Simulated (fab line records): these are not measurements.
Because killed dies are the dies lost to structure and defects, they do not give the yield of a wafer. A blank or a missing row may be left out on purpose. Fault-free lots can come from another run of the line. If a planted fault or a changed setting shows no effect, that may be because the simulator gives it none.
Commonality check across tools -- flow gf180mcu -- Sampled: 13 lots, 39 wafers

== THE REASON FOR OPENING IT ==
2 of 13 lots carry a flag on the reading NSD_RS at GF_PSD_RS_MEAS_14. Fault-free wafers read 46.60 ohm/sq, with a standard deviation of 0.083.
Rule: a lot is flagged in two cases, either no wafer of it has a number, or all its wafers with numbers fall more than 4 standard deviations from that mean. The rest of the lots are taken to be sound.

lot,measured,on,"NSD_RS (ohm/sq), wafer by wafer",flag
L698,day 14 23:11,film metro-04,46.55 46.54 46.58,
L699,day 15 02:03,film metro-01,46.50 46.52 46.63,
L701,day 15 22:56,film metro-04,46.62 46.73 46.59,
L702,day 16 08:33,film metro-04,46.50 46.72 46.57,
L705,day 17 09:47,film metro-04,47.90 47.94 47.95,FLAGGED
L706,day 17 18:58,film metro-02,46.57 46.58 46.57,
L707,day 18 06:28,film metro-04,47.98 47.94 48.06,FLAGGED
L709,day 18 21:04,film metro-01,46.54 46.57 46.45,
L715,day 20 21:17,film metro-04,46.87 46.78 46.74,
L716,day 21 07:53,film metro-04,46.62 46.54 46.58,
L717,day 21 12:43,film metro-01,46.48 46.63 46.55,
L718,day 21 21:20,film metro-02,46.56 46.64 46.63,
L719,day 22 02:32,film metro-04,46.62 46.66 46.69,
Average over the flagged lots: 47.96 ohm/sq; offset from the usual +1.36 ohm/sq, equal to +16 standard deviations.

== LOT BY LOT: THE TOOL USED ==
The record holds 1 process step before the reading, out of a route of 602 steps. Each cell gives the tool, then ch followed by the chambers the sampled wafers passed through, then the start.
lot,flag,GF_PSD_RTA_13
L698,,"rtp anneal-02 ch 0, day 14 23:05"
L699,,"rtp anneal-01 ch 0, day 15 01:55"
L701,,"rtp anneal-02 ch 0, day 15 22:50"
L702,,"rtp anneal-02 ch 0, day 16 08:28"
L705,FLAGGED,"rtp anneal-02 ch 0, day 17 09:41"
L706,,"rtp anneal-01 ch 0, day 17 18:53"
L707,FLAGGED,"rtp anneal-02 ch 0, day 18 06:23"
L709,,"rtp anneal-01 ch 0, day 18 20:59"
L715,,"rtp anneal-01 ch 0, day 20 21:11"
L716,,"rtp anneal-02 ch 0, day 21 07:47"
L717,,"rtp anneal-01 ch 0, day 21 12:37"
L718,,"rtp anneal-02 ch 0, day 21 21:15"
L719,,"rtp anneal-02 ch 0, day 22 02:26"
What the steps here do:
- GF_PSD_RTA_13: time 20 s.
- GF_PSD_RS_MEAS_14: measures by four-point-probe.

== FLAGGED AGAINST TOTAL, ONE TOOL AT A TIME (gauges that did the reading follow at the end) ==
step,tool,lots run,flagged,share of the flagged lots,sound lots run after its first flagged lot
GF_PSD_RTA_13,rtp anneal-01,5,0,none,-
GF_PSD_RTA_13,rtp anneal-02,8,2,all,"3 (L716,L718,L719)"
GF_PSD_RS_MEAS_14,film metro-01,3,0,none,-
GF_PSD_RS_MEAS_14,film metro-02,2,0,none,-
GF_PSD_RS_MEAS_14,film metro-04,8,2,all,"3 (L715,L716,L719)"

== WHAT THE TABLE ALLOWS ==
Every flagged lot went through 2 rows of the table: rtp anneal-02 at GF_PSD_RTA_13 and film metro-04 at GF_PSD_RS_MEAS_14.
- rtp anneal-02 at GF_PSD_RTA_13 ran 8 lots, 2 of them flagged. Sound lots ran on it after the first flagged one (L716, L718, L719), which a lasting fault on the whole tool wouldn't allow. Its own readings lie more than 4 standard deviations out on every wafer of the flagged lots: wafer_temp_C_max.
- film metro-04 at GF_PSD_RS_MEAS_14 ran 8 lots, 2 of them flagged. Sound lots ran on it after the first flagged one (L715, L716, L719), which a lasting fault on the whole tool wouldn't allow.
Every row of the table either missed a flagged lot or ran a sound lot after the first.

== WHAT THE SIMULATOR HAD PUT IN ==
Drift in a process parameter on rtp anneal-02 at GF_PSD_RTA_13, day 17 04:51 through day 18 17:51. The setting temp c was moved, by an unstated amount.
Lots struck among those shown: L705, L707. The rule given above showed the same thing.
